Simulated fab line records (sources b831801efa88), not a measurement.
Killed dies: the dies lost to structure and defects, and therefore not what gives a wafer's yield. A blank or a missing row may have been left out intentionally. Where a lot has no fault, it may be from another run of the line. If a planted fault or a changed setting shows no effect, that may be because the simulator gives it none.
fab line records ; flow sky130 ; part 2 of 2: steps 26 to 34 of 34
[record] lots = 5; wafers = 15; last_day = 50
route steps=708 shown METAL4@631 VIA4@639 METAL5@661
lots untouched by any fault: they come from a run of this same line in which no faults occurred
start_h: hours from the record's opening day to when the first of the lot's shown wafers began ; wait_h: how many hours have passed since the lot's step before this one ; " as in the row above ; L1.1+2: several wafers, shown together as one row ; - value missing, or start not given ; * or withheld: withheld ; < > ~ a bound
route shown NAME@n: a module of which the file shows steps, and the number in the route of the first ; usual: the fault-free wafers' mean and standard deviation ; same: alike in all rows ; chamber/n: place in a boat ; sites: the reading at each site ; _std_site: the values' standard deviation ; _edge_site: the outer-site mean with the inner-site mean subtracted ; radius_mm: for every site, how far away it sits from the centre of the wafer ; mask NAME#n: copy n ; behind: the last tool/chamber to shape the wafer ; hold: why the lot went on hold/how many hours it stayed there/how the hold came to an end ; device: which transistor (n, p or np) failed to switch ; end of line: tests run on the same wafers once the route is complete ; a step given without rows: its recipe and nothing more ; killed: at the first sort, the dies lost to defects and structure; wafer yield is something else ; map: shows each die of a wafer: x if killed, . if not, _ if none is there
set.NAME: the setting as run; set.NAME@STEP: as run at that earlier step ; model.NAME: the simulator's own value behind a step, which no gauge read
certain route steps with their lots: each step a table, each wafer a row
services: when a tool's chamber went out of use (start_h, in hours from the record's first day, below 0 if earlier), for how many hours, and the reason
[[steps]]
[step SKY_VIA4_SPUTTER_17]
[recipe] material = TiN; target_thk_nm = 20; chamber_pressure_pa = 5; power_w = 4000; time_s = 80
[usual] chamber_pressure_pa = 4.998/0.01; throttle_valve_pct = 29.7/0.81
lot.wafer;tool;chamber;start_h;wait_h;chamber_pressure_pa;throttle_valve_pct
L074.2;pvd_sputter-03;-;1003.17;0.0;4.991;30.7
L074.4;pvd_sputter-03;-;1003.17;0.0;4.995;29.4
L074.6;pvd_sputter-03;-;1003.17;0.0;4.983;30.7
L078.2;pvd_sputter-02;-;1028.92;0.0;4.990;30.0
L078.3;pvd_sputter-02;-;1028.92;0.0;5.003;29.2
L078.5;pvd_sputter-02;-;1028.92;0.0;4.998;29.2
L084.3;pvd_sputter-03;-;1078.02;0.0;4.994;29.3
L084.4;pvd_sputter-03;-;1078.02;0.0;5.014;30.6
L084.6;pvd_sputter-03;-;1078.02;0.0;4.987;29.9
L090.1;pvd_sputter-03;-;1105.29;0.0;5.003;30.8
L090.2;pvd_sputter-03;-;1105.29;0.0;5.015;29.2
L090.4;pvd_sputter-03;-;1105.29;0.0;5.009;30.0
L096.2;pvd_sputter-04;-;1134.93;0.0;4.973;30.5
L096.5;pvd_sputter-04;-;1134.93;0.0;5.003;29.4
L096.6;pvd_sputter-04;-;1134.93;0.0;4.988;27.7
[step SKY_VIA4_CVD_18]
[recipe] material = W; target_thk_nm = 505; time_s = 152.14; temp_c = 400; pressure_torr = 40
[usual] heater_power_w = 876/58
lot.wafer;tool;chamber;start_h;wait_h;heater_power_w
L074.2;cvd_w-02;1;1003.23;0.0;796
L074.4;cvd_w-02;1;1003.23;0.0;822
L074.6;cvd_w-02;0;1003.23;0.0;960
L078.2;cvd_w-02;1;1028.98;0.0;803
L078.3;cvd_w-02;1;1028.98;0.0;790
L078.5;cvd_w-02;1;1028.98;0.0;807
L084.3;cvd_w-01;0;1078.14;0.1;869
L084.4;cvd_w-01;1;1078.14;0.1;920
L084.6;cvd_w-01;1;1078.14;0.1;914
L090.1;cvd_w-01;0;1105.35;0.0;854
L090.2;cvd_w-01;1;1105.35;0.0;905
L090.4;cvd_w-01;1;1105.35;0.0;920
L096.2;cvd_w-01;1;1134.99;0.0;922
L096.5;cvd_w-01;1;1134.99;0.0;923
L096.6;cvd_w-01;0;1134.99;0.0;847
[step SKY_VIA4_RS_MEAS_19]
[recipe] thk_meas_gauge = four-point-probe; reads = W_of_VIA4_CVD_18+TiN_of_VIA4_SPUTTER_17
[usual] VIA4_W_RS = 0.2246/0.0024
lot.wafer;tool;chamber;start_h;wait_h;VIA4_W_RS[ohm/sq]
L074.2;film_metro-02;-;1003.40;0.1;0.2198
L074.4;film_metro-02;-;1003.40;0.1;0.2202
L074.6;film_metro-02;-;1003.40;0.1;0.2221
L078.2;film_metro-02;-;1029.15;0.1;0.2235
L078.3;film_metro-02;-;1029.15;0.1;0.2191
L078.5;film_metro-02;-;1029.15;0.1;0.2225
L084.3;film_metro-04;-;1078.35;0.2;0.2252
L084.4;film_metro-04;-;1078.35;0.2;0.2256
L084.6;film_metro-04;-;1078.35;0.2;0.2224
L090.1;film_metro-02;-;1105.50;0.1;0.2249
L090.2;film_metro-02;-;1105.50;0.1;0.2282
L090.4;film_metro-02;-;1105.50;0.1;0.2275
L096.2;film_metro-01;-;1135.16;0.1;0.2263
L096.5;film_metro-01;-;1135.16;0.1;0.2231
L096.6;film_metro-01;-;1135.16;0.1;0.2225
[step SKY_VIA4_THK_MEAS_20]
[recipe] thk_meas_gauge = xrf; reads = W_of_VIA4_CVD_18
[usual] VIA4_W_THK = 494/6.6
lot.wafer;tool;chamber;start_h;wait_h;VIA4_W_THK[nm]
L074.2;film_metro-02;-;1003.51;0.1;507
L074.4;film_metro-02;-;1003.51;0.1;506
L074.6;film_metro-02;-;1003.51;0.1;501
L078.2;film_metro-02;-;1029.26;0.1;493
L078.3;film_metro-02;-;1029.26;0.1;502
L078.5;film_metro-02;-;1029.26;0.1;499
L084.3;film_metro-04;-;1078.45;0.1;491
L084.4;film_metro-04;-;1078.45;0.1;492
L084.6;film_metro-04;-;1078.45;0.1;496
L090.1;film_metro-02;-;1105.62;0.1;491
L090.2;film_metro-02;-;1105.62;0.1;484
L090.4;film_metro-02;-;1105.62;0.1;485
L096.2;film_metro-01;-;1135.27;0.1;491
L096.5;film_metro-01;-;1135.27;0.1;497
L096.6;film_metro-01;-;1135.27;0.1;498
[step SKY_VIA4_CMP_21]
[recipe] stop_on = SiO2; t_overpolish_s = 25; down_force_psi = 3.5; platen_rpm = 60; target_thk_nm = 0; pad_velocity_m_s = 0.94248
[usual] motor_current_A = 11.6/1.6; overpolish_run_s = 25.001/0.009; time_to_endpoint_s = 123/5.4
lot.wafer;tool;chamber;start_h;wait_h;motor_current_A;overpolish_run_s;time_to_endpoint_s
L074.2;cmp-01;0;1003.56;0.0;11.3;24.995;123
L074.4;cmp-01;2;1003.56;0.0;13.0;25.004;129
L074.6;cmp-01;0;1003.56;0.0;11.4;25.008;121
L078.3;cmp-01;2;1029.31;0.0;12.2;25.004;125
L078.2;cmp-01;1;1029.31;0.0;12.9;24.995;123
L078.5;cmp-01;2;1029.31;0.0;13.4;24.997;120
L084.4;cmp-01;0;1078.61;0.1;10.8;24.997;123
L084.3;cmp-01;3;1078.61;0.1;8.0;25.003;120
L084.6;cmp-01;0;1078.61;0.1;10.9;24.995;120
L090.1;cmp-02;2;1106.21;0.6;12.3;25.001;120
L090.2;cmp-02;3;1106.21;0.6;13.5;25.007;124
L090.4;cmp-02;0;1106.21;0.6;10.3;24.993;118
L096.2;cmp-02;1;1135.47;0.2;10.5;25.008;127
L096.6;cmp-02;2;1135.47;0.2;11.8;25.008;123
L096.5;cmp-02;3;1135.47;0.2;13.4;25.010;127
[step SKY_METAL5_SPUTTER_00]
[recipe] material = Ti; target_thk_nm = 15; power_w = 3000; time_s = 10; chamber_pressure_pa = 0.4
[usual] chamber_pressure_pa = 0.3999/0.00076; throttle_valve_pct = 30.2/0.69
lot.wafer;tool;chamber;start_h;wait_h;chamber_pressure_pa;throttle_valve_pct
L074.2;pvd_sputter-02;-;1003.86;0.2;0.3990;29.9
L074.4;pvd_sputter-02;-;1003.86;0.2;0.4001;29.7
L074.6;pvd_sputter-02;-;1003.86;0.2;0.3994;29.5
L078.2;pvd_sputter-01;-;1029.61;0.1;0.4011;31.1
L078.3;pvd_sputter-01;-;1029.61;0.1;0.4000;30.1
L078.5;pvd_sputter-01;-;1029.61;0.1;0.3999;31.1
L084.3;pvd_sputter-03;-;1078.91;0.1;0.4003;29.7
L084.4;pvd_sputter-03;-;1078.91;0.1;0.4007;30.0
L084.6;pvd_sputter-03;-;1078.91;0.1;0.3998;29.3
L090.1;pvd_sputter-03;-;1106.51;0.2;0.4002;29.0
L090.2;pvd_sputter-03;-;1106.51;0.2;0.3998;29.6
L090.4;pvd_sputter-03;-;1106.51;0.2;0.3995;30.0
L096.2;pvd_sputter-01;-;1135.62;0.1;0.3994;31.3
L096.5;pvd_sputter-01;-;1135.62;0.1;0.3993;30.0
L096.6;pvd_sputter-01;-;1135.62;0.1;0.4001;31.1
[step SKY_METAL5_SPUTTER_01]
[recipe] material = TiN; target_thk_nm = 20; power_w = 6500; time_s = 16.7; chamber_pressure_pa = 0.4
[usual] chamber_pressure_pa = 0.4000/0.00081; throttle_valve_pct = 30.2/0.7
lot.wafer;tool;chamber;start_h;wait_h;chamber_pressure_pa;throttle_valve_pct
L074.2;pvd_sputter-02;-;1003.88;0.0;0.4007;29.7
L074.4;pvd_sputter-02;-;1003.88;0.0;0.3997;29.8
L074.6;pvd_sputter-02;-;1003.88;0.0;0.3994;29.9
L078.2;pvd_sputter-01;-;1029.63;0.0;0.3992;31.5
L078.3;pvd_sputter-01;-;1029.63;0.0;0.3997;29.9
L078.5;pvd_sputter-01;-;1029.63;0.0;0.3997;31.7
L084.3;pvd_sputter-03;-;1078.94;0.0;0.3986;29.6
L084.4;pvd_sputter-03;-;1078.94;0.0;0.3995;29.9
L084.6;pvd_sputter-03;-;1078.94;0.0;0.3998;29.4
L090.1;pvd_sputter-03;-;1106.53;0.0;0.3997;29.4
L090.2;pvd_sputter-03;-;1106.53;0.0;0.4001;29.8
L090.4;pvd_sputter-03;-;1106.53;0.0;0.3985;30.1
L096.2;pvd_sputter-01;-;1135.65;0.0;0.4006;31.7
L096.5;pvd_sputter-01;-;1135.65;0.0;0.4006;30.1
L096.6;pvd_sputter-01;-;1135.65;0.0;0.4007;31.5
[step SKY_METAL5_SPUTTER_02]
[recipe] material = AlCu; target_thk_nm = 1150; power_w = 10600; time_s = 61.2; chamber_pressure_pa = 0.4
[usual] chamber_pressure_pa = 0.4000/0.00082; throttle_valve_pct = 30.2/0.7
lot.wafer;tool;chamber;start_h;wait_h;chamber_pressure_pa;throttle_valve_pct
L074.2;pvd_sputter-02;-;1003.91;0.0;0.4003;30.0
L074.4;pvd_sputter-02;-;1003.91;0.0;0.3993;29.5
L074.6;pvd_sputter-02;-;1003.91;0.0;0.3997;29.6
L078.2;pvd_sputter-01;-;1029.66;0.0;0.4014;31.7
L078.3;pvd_sputter-01;-;1029.66;0.0;0.4005;29.9
L078.5;pvd_sputter-01;-;1029.66;0.0;0.4011;31.3
L084.3;pvd_sputter-03;-;1078.97;0.0;0.4005;29.7
L084.4;pvd_sputter-03;-;1078.97;0.0;0.4003;30.0
L084.6;pvd_sputter-03;-;1078.97;0.0;0.4005;29.4
L090.1;pvd_sputter-03;-;1106.56;0.0;0.3992;29.5
L090.2;pvd_sputter-03;-;1106.56;0.0;0.4000;29.5
L090.4;pvd_sputter-03;-;1106.56;0.0;0.3990;29.9
L096.2;pvd_sputter-01;-;1135.67;0.0;0.3995;31.5
L096.5;pvd_sputter-01;-;1135.67;0.0;0.4001;29.9
L096.6;pvd_sputter-01;-;1135.67;0.0;0.3978;31.1
[step SKY_METAL5_SPUTTER_03]
[recipe] material = Ti; target_thk_nm = 5; power_w = 3000; time_s = 3.3; chamber_pressure_pa = 0.4
[usual] chamber_pressure_pa = 0.3999/0.00079; throttle_valve_pct = 30.2/0.68
lot.wafer;tool;chamber;start_h;wait_h;chamber_pressure_pa;throttle_valve_pct
L074.2;pvd_sputter-02;-;1003.96;0.0;0.4003;29.7
L074.4;pvd_sputter-02;-;1003.96;0.0;0.4001;30.0
L074.6;pvd_sputter-02;-;1003.96;0.0;0.4014;29.6
L078.2;pvd_sputter-01;-;1029.71;0.0;0.3989;31.4
L078.3;pvd_sputter-01;-;1029.71;0.0;0.4000;30.2
L078.5;pvd_sputter-01;-;1029.71;0.0;0.3994;31.1
L084.3;pvd_sputter-03;-;1079.02;0.0;0.3993;29.8
L084.4;pvd_sputter-03;-;1079.02;0.0;0.4000;30.0
L084.6;pvd_sputter-03;-;1079.02;0.0;0.3996;29.3
L090.1;pvd_sputter-03;-;1106.61;0.0;0.3995;29.2
L090.2;pvd_sputter-03;-;1106.61;0.0;0.4003;29.6
L090.4;pvd_sputter-03;-;1106.61;0.0;0.4002;29.8
L096.2;pvd_sputter-01;-;1135.72;0.0;0.3994;31.3
L096.5;pvd_sputter-01;-;1135.72;0.0;0.4008;30.1
L096.6;pvd_sputter-01;-;1135.72;0.0;0.4006;31.4
[[services]]
tool;chamber;start_h;hours;kind
hdpcvd-02;0;962.21;24.6;repair
rie_diel-01;0;963.75;8.9;repair
hdpcvd-02;-;965.25;5.5;pm
rie_diel-01;-;974.22;2.8;pm
cmp-02;-;976.87;3.3;repair
rie_diel-01;1;990.16;4.0;repair
cmp-01;-;990.75;6.4;repair
cmp-01;-;1004.84;1.1;repair
rie_metal-01;-;1020.90;1.2;repair
pvd_sputter-03;-;1021.75;1.5;repair
pvd_sputter-03;-;1028.50;13.4;repair
cmp-01;-;1034.85;2.1;repair
rie_metal-04;-;1048.26;15.6;pm
cmp-01;-;1066.55;1.3;repair
pvd_sputter-02;-;1067.34;2.3;repair
cmp-02;-;1085.56;2.8;repair
cmp-02;-;1091.43;4.0;pm
pvd_sputter-03;-;1092.90;6.0;repair
cmp-01;-;1102.11;4.0;pm
pvd_sputter-02;-;1105.53;2.6;repair
rie_diel-01;1;1106.51;7.0;repair
rie_metal-01;-;1109.50;0.3;repair
cmp-02;-;1120.12;5.2;pm
rie_diel-01;-;1126.15;0.3;repair
